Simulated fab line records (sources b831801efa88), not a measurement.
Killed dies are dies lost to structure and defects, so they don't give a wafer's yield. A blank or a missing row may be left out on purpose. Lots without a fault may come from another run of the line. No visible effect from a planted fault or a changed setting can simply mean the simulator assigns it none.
Which tool did it? :: flow gf180mcu :: at 1 step of a route of 602, 12 lots with 36 wafers sampled

## WHAT EACH GAUGE READ, for each wafer
GF_STI_BOW_MEAS_00.
lot: L075
measured: day 1 15:00
on: film-metro-01
INCOMING_BOW (um): -6 9 -4

lot: L077
measured: day 2 01:00
on: film-metro-03
INCOMING_BOW (um): 2 -1 -7

lot: L079
measured: day 2 11:05
on: film-metro-03
INCOMING_BOW (um): 9 0 1

lot: L081
measured: day 2 21:00
on: film-metro-01
INCOMING_BOW (um): -2 11 3

lot: L083
measured: day 3 07:00
on: film-metro-02
INCOMING_BOW (um): 7 2 11

lot: L085
measured: day 3 17:04
on: film-metro-02
INCOMING_BOW (um): -1 11 -5

lot: L087
measured: day 4 03:01
on: film-metro-02
INCOMING_BOW (um): 2 -8 -3

lot: L089
measured: day 4 13:00
on: film-metro-01
INCOMING_BOW (um): -7 -8 2

lot: L091
measured: day 4 23:02
on: film-metro-03
INCOMING_BOW (um): 7 0 7

lot: L093
measured: day 5 09:02
on: film-metro-02
INCOMING_BOW (um): -2 -16 -5

lot: L095
measured: day 5 19:00
on: film-metro-02
INCOMING_BOW (um): 6 2 -8

lot: L097
measured: day 6 05:02
on: film-metro-03
INCOMING_BOW (um): -10 1 -3

## TOOL THAT RAN EACH LOT (tool first, then ch and the chambers of the sampled wafers, then the start)
Before these readings, the record contains no process step.

## THE ANSWER, worked out from the rows above alone
Rule: usual is defined by the lots themselves. Put in order of their means at a reading, lots are off if they are a third of the lots or fewer, leave a main group of 4 or more, and stand apart from it by a gap of 3 or more times the standard deviation of the main group's means; of several such gaps the widest counts. If all means in a main group match to the digits the tables above print for the reading, that group is not used. Also off: a lot with no number at a reading for which 4 or more lots have one. All remaining lots with rows at the step are treated as sound.
Across all readings shown, no lot is off: no conclusion can be drawn from this.

## WHAT THE SIMULATOR PUT IN
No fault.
